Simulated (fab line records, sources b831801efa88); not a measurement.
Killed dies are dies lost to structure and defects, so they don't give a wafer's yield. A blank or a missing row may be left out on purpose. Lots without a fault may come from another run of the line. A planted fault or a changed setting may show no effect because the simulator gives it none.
A struck lot beside a sound one | flow sky130 | 27 steps out of a route of 708
Sound: wafers L957.2, L957.4, L957.5. Struck: wafers L966.1, L966.4, L966.5. The cause comes at the end.
At each step with rows: each side's tool, then ch and its chambers, then its first start. Under that, the readings that differ: sound wafers | struck wafers | difference of the means | sigmas: that difference in standard deviations of wafers without a fault.
alike: readings whose means differ by less than 2 such deviations, and words and numbers that are the same on both sides. not compared: withheld readings, readings that some wafer has no value for, bounds like >300 that may hide the same value, and numbers for which the record gives no deviation and whose values overlap.
The two part at a step that has a row with sigmas, a row that says differs or no value, or rows on one side only. Numbers that don't overlap but have no deviation are shown without sigmas and don't part them. A reading that every wafer of one side lacks parts them only if that side has two wafers or more.

first, 2 steps without rows for these wafers: SKY_METAL4_PEB_11; SKY_METAL4_DEVELOP_12 (develop time 60 s).
SKY_METAL4_CD_MEAS_13: target cd 300 nm.
  sound on cd_sem-01, day 44 03:58; struck on cd_sem-01, day 46 14:04
  alike: cd_nm
SKY_METAL4_OVL_MEAS_14:
  sound on overlay-02, day 44 04:04; struck on overlay-01, day 46 14:11
  reading         | sound   | struck  | difference | sigmas
  METAL4_OVL (nm) | 10 19 8 | -3 -3 2 | -14        | -3
SKY_METAL4_DESCUM_15: chemistry O2, time 8 s.
  sound on rie_metal-03 ch 0,1, day 44 04:05; struck on rie_metal-04 ch 0,1, day 46 14:13
  alike: drypump_motor_current_A, oes_product_au, temp_c
  not compared: rf_hours_counter_h
SKY_METAL4_ETCH_16: etches BARC in N2/H2, stops on SiO2, time 88.2 s, target depth 60 nm.
  sound on rie_metal-03 ch 0,1, day 44 04:07; struck on rie_metal-04 ch 0,1, day 46 14:15
  alike: drypump_motor_current_A, oes_product_au, throttle_valve_pct
  not compared: rf_hours_counter_h
SKY_METAL4_ETCH_17: etches SiO2 in C4F8/O2/Ar, stops on TiN, time 3.9 s, target depth 15 nm.
  sound on rie_diel-03 ch 1,3, day 44 04:13; struck on rie_diel-03 ch 0,1,2, day 46 14:20
  alike: oes_product_au
  not compared: rf_hours_counter_h
then, 1 step without rows for these wafers: SKY_METAL4_METAL_ETCH_18 (etches the open film in Cl2/BCl3, stops on SiO2, target depth 845 nm, time 183.1 s).
SKY_METAL4_STRIP_19: strips in O2/N2.
  sound on plasma_asher-03 ch 0,1, day 44 04:25; struck on plasma_asher-01 ch 0,1, day 46 14:32
  alike: drypump_motor_current_A, oes_product_au, strip_time_to_endpoint_s
  not compared: rf_hours_counter_h
then, 3 steps without rows for these wafers: SKY_METAL4_STRIP_20 (strips in post etch residue remover, time 1200 s); SKY_METAL4_CLEAN_21 (cleans in IPA, time 180 s); SKY_METAL4_CLEAN_22 (cleans in O3/DIW).
SKY_VIA4_HDPCVD_00: deposits SiO2, target thk 1750 nm, time 291.7 s.
  sound on hdpcvd-01 ch 0,2, day 44 05:26; struck on hdpcvd-02 ch 0,1,2, day 46 15:08
SKY_VIA4_THK_MEAS_01:
  sound on film_metro-03, day 44 05:37; struck on film_metro-02, day 46 15:19
  reading              | sound          | struck         | difference | sigmas
  VIA4_HDPCVD_THK (nm) | 1781 1759 1783 | 1569 1566 1576 | -204       | -11
SKY_VIA4_CMP_02: polishes SiO2.
  sound on cmp-01 ch 2,3, day 44 05:43; struck on cmp-02 ch 0,1,2, day 46 15:28
  reading             | sound          | struck         | difference | sigmas
  motor_current_A (A) | 15.6 13.0 14.9 | 10.3 11.4 11.2 | -3.5       | -2
  alike: edge_zone_pressure_frac, platen_rpm
SKY_VIA4_BOW_MEAS_03:
  sound on film_metro-04, day 44 05:59; struck on film_metro-04, day 46 15:40
  alike: VIA4_BOW
then, 7 steps without rows for these wafers: SKY_VIA4_DEHYDRATE_04 (time 60 s); SKY_VIA4_HMDS_05 (prime time 60 s); SKY_VIA4_COAT_06 (resist thk 1140 nm); SKY_VIA4_SOFTBAKE_07 (time 60 s); SKY_VIA4_EXPOSE_08 (exposes mask VIM4, target cd 800 nm); SKY_VIA4_PEB_09; SKY_VIA4_DEVELOP_10 (develop time 60 s).
SKY_VIA4_OVL_MEAS_11:
  sound on overlay-02, day 45 02:42; struck on overlay-01, day 47 11:53
  alike: VIA4_OVL
SKY_VIA4_ETCH_12: etches SiO2 in C4F8/O2/Ar, stops on TiN, target depth 580 nm.
  sound on rie_diel-02 ch 1,2, day 45 02:44; struck on rie_diel-03 ch 0,2,3, day 47 11:56
  reading               | sound             | struck            | difference | sigmas
  oes_product_au (a.u.) | 0.934 0.924 0.939 | 0.746 0.752 0.743 | -0.185     | -39
then, 1 step without rows for these wafers: SKY_VIA4_STRIP_13 (strips in O2/N2).
-- the record jumps here: 3 days lie between the struck wafers' starts before and after (it left off in module VIA4 and takes up again in module PAD_OPEN, whose first step shown is number 708 of the route) --
SKY_PAD_OPEN_PROBE_99:
  sound on prober-02, day 47 20:31; struck on prober-01, day 50 00:37
  reading                               | sound              | struck            | difference | sigmas
  defect_limited_yield (%)              | 79.9 83.1 83.7     | 75.4 70.9 69.5    | -10.3      | -5
  killed_at_M4_up                       | 3 2 2              | 60 66 73          | +64        | +38
  killed_dies                           | 99 83 80           | 121 143 150       | +51        | +6
  killed_on_rim                         | 20 22 23           | 63 71 74          | +48        | +12
  killed_open                           | 58 53 51           | 32 47 40          | -14        | -2
  sort_bin_3_pad_short (%)              | 1.0 0.8 0.4        | 12.2 13.6 15.0    | +12.9      | +31
  sort_n_pass                           | 393 409 412        | 371 349 342       | -51        | -6
  sort_yield_pct (%)                    | 79.9 83.1 83.7     | 75.4 70.9 69.5    | -10.3      | -5
  model.etest.tester.sort_n_pass        | 393 409 412        | 371 349 342       | -51        |
  model.etest.tester.sort_bin_3_pct (%) | 1.016 0.813 0.4065 | 12.2 13.62 15.04  | +12.9      |
  model.etest.tester.sort_yield_pct (%) | 79.88 83.13 83.74  | 75.41 70.94 69.51 | -10.30     |
  alike: killed_at_M0_to_M3, killed_at_contacts, killed_at_front_end, killed_at_other, killed_short, sort_bin_5_function, sort_bin_6_memory

WHERE THEY PART
First at SKY_METAL4_OVL_MEAS_14; last, within this record, at SKY_PAD_OPEN_PROBE_99.

WHY: what the simulator had put in
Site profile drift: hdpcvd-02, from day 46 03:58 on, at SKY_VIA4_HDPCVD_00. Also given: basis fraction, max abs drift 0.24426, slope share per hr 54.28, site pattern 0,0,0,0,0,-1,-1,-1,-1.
